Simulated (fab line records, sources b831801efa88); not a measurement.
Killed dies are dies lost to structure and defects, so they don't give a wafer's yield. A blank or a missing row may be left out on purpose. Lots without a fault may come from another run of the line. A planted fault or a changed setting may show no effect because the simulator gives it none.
One fault seen from 2 desks | flow gf180mcu | each desk has only its own numbers; what lay behind them comes last

THE METROLOGY DESK
What the gauges read, lot by lot, whatever tool the lot ran on: means of the sampled wafers that have a number. A lot is out of limits, marked OUT, if its mean lies more than 4 standard deviations from the usual mean; the brackets give that distance.
Columns: A = V5_CVD_00_THK at GF_V5_THK_MEAS_01, usual 300.5 nm; B = TOP_METAL_ALCU_RS at GF_TOP_METAL_RS_MEAS_05, usual 0.03267 ohm/sq
lot  | first seen here | A     | B
L239 | day 27 05:53    | 301.5 | 0.03325
L240 | day 27 12:16    | 299.2 | 0.03232
L241 | day 27 21:40    | 300.1 | 0.03283
L242 | day 28 05:08    | 302.1 | 0.03296
L243 | day 28 11:20    | 303.7 | 0.03278
L245 | day 29 06:47    | 303.8 | 0.03290
L246 | day 29 15:01    | 298.7 | 0.03289
L253 | day 31 12:28    | 301.0 | 0.03317
L254 | day 31 18:05    | 302.0 | 0.03228
L255 | day 31 20:22    | 298.5 | 0.03253
L257 | day 32 08:46    | 300.3 | 0.03246
L259 | day 32 22:14    | 298.4 | 0.03235
L260 | day 33 03:47    | 297.6 | 0.03228
This desk's finding: nothing out of limits on any of the 13 lots.

THE TOOL OWNER'S DESK: plasma_asher-02
The tool's own readings at GF_V1_STRIP_18 (strips in O2/N2): means of the sampled wafers that have a number, for each lot that ran on this tool. A lot is out of limits, marked OUT, if its mean lies more than 4 standard deviations from the usual mean; the brackets give that distance.
Columns: A = drypump_motor_current_A at GF_V1_STRIP_18, usual 6.2 A; B = heater_power_w at GF_V1_STRIP_18, usual 322 W; C = oes_product_au at GF_V1_STRIP_18, usual 0.592 a.u.
lot  | first seen here | A   | B   | C
L239 | day 19 02:32    | 6.1 | 330 | 0.590
L240 | day 19 10:26    | 6.1 | 352 | 0.591
L241 | day 19 22:28    | 6.2 | 353 | 0.591
L243 | day 20 13:02    | 6.1 | 333 | 0.593
L245 | day 21 13:59    | 6.1 | 352 | 0.593
L246 | day 22 01:13    | 6.1 | 352 | 0.596
L255 | day 24 19:31    | 6.1 | 353 | 0.597
L259 | day 26 01:52    | 6.1 | 333 | 0.593
This desk's finding: nothing out of limits on any of the 8 lots.

PUT TOGETHER
The metrology desk saw nothing out of limits.
The tool owner's desk saw nothing out of limits.

WHAT THE SIMULATOR HAD PUT IN
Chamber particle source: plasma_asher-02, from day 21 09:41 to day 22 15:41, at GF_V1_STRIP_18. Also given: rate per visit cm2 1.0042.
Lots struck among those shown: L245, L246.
